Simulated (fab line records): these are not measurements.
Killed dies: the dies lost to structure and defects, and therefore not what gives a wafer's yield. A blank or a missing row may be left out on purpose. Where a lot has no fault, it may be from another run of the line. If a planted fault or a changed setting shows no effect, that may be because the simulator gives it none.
Code-filled problem report in 8D (eight disciplines) form :: flow sfq_line :: the parts of the form that need people (team, actions taken, sign-off) are left out

1. WHAT IS WRONG
M0_NB_RS at SFQ_M0_RS_MEAS_904 reads a mean of 1.390 ohm/sq on 1 wafer of 1 lot; wafers without a fault read 0.889 ohm/sq with a standard deviation of 0.0087. That puts it +58 standard deviations away from the usual mean.
The step: measures by four-point-probe.
First observed at day 13 21:22: wafer L704.3, on film_metro-01. The record holds 39 wafers of 13 lots with a number at this step. Rule for "out", or "out of limits": more than 4 standard deviations from the usual mean. All remaining wafers that have a number are taken as sound.

2. WHAT IT IS, WHAT IT ISN'T
question: which readings at this step
is: M0_NB_RS
is not: -

question: which lots
is: L704
is not: L685, L686, L688, L689, L690, L691, L692, L693, L696, L697, L699, L702

question: which wafers of those lots
is: L704.3
is not: L704.2, L704.5

question: read on which gauges
is: film_metro-01
is not: film_metro-02, film_metro-04

question: when
is: from day 13 21:22
is not: up to then (38 sound wafers)

3. SUSPECTS, AND WHAT RULES EACH OUT
Counting: any tool at a process step up to the reading remains a suspect provided it ran every lot that is out. Sound lots after the first of them don't rule it out here, since some wafers of a struck lot are sound.
- the gauge at SFQ_M0_RS_MEAS_904 has been ruled out. All the wafers that are out were read on film_metro-01, but those of them that SFQ_TRILAYER_M0_ETCH_METAL_ETCH_024 has rows for are out there too, on other tools.
- rie_metal-02 at SFQ_TRILAYER_L0_ETCH_METAL_ETCH_008 (etches MoNx KI in SF6/O2, stops on SiO2, target depth 50 nm, time 25 s): kept. It processed L704, the lot that is out, at day 9 12:40, and its most recent sound lot before then was L697 at day 7 09:05.
- pvd_sputter-05 at SFQ_TRILAYER_M0_DEP_SPUTTER_019 (material Nb, target thk 200 nm, time 133.3 s): kept. It processed L704, the lot that is out, at day 13 21:15, and its most recent sound lot before then was L702 at day 13 08:39.
Left after counting: rie_metal-02 at SFQ_TRILAYER_L0_ETCH_METAL_ETCH_008, pvd_sputter-05 at SFQ_TRILAYER_M0_DEP_SPUTTER_019.

4. THE CAUSE (what the simulator had put in)
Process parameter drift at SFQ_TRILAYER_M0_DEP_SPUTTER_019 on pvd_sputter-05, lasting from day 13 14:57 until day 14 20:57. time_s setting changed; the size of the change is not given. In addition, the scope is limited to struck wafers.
2 suspects survive the count, and this tool is in that group.

5. THE EFFECT CHAIN, in route order
Rows list readings where the struck wafers' mean (over those with a number) sits beyond 3 standard deviations from the usual. Readings are gone through only where the record gives a usual standard deviation; hours: the median, over the lots, of the time from a lot's start at the first step in this table giving one to that lot's start at this step; sigmas: the change measured in usual standard deviations.
hours: 0
step: SFQ_M0_RS_MEAS_904
reading: M0_NB_RS
usual: 0.889 ohm/sq
on struck wafers: 1.390
change: +0.501
sigmas: +58

hours: 125
step: SFQ_TRILAYER_M0_ETCH_METAL_ETCH_024
reading: oes_product_au
usual: 0.894 a.u.
on struck wafers: 0.705
change: -0.189
sigmas: -27
The process steps in it:
- SFQ_TRILAYER_M0_ETCH_METAL_ETCH_024: etches Nb in Cl2/Ar, stops on SiO2, target depth 240 nm, time 120 s.
Later steps that measure or inspect, where all struck wafers having a row at the step show a number for every such reading and not one has moved that far: SFQ_M1_RS_MEAS_909.

6. HOW IT WOULD HAVE BEEN CAUGHT EARLIER
The first out-of-limits reading at a measuring or inspecting step in this record came at day 13 21:22, 6 hours after the fault's start at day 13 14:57.
No tool reading at SFQ_TRILAYER_M0_DEP_SPUTTER_019 that has a usual standard deviation in the record was out on any struck wafer, so an alarm limit of 4 standard deviations on those readings would not have fired.
All the lots that are out (1) had begun SFQ_TRILAYER_M0_DEP_SPUTTER_019 on pvd_sputter-05 by day 13 21:22. Had the tool been put on hold then, not one of them would have been saved.
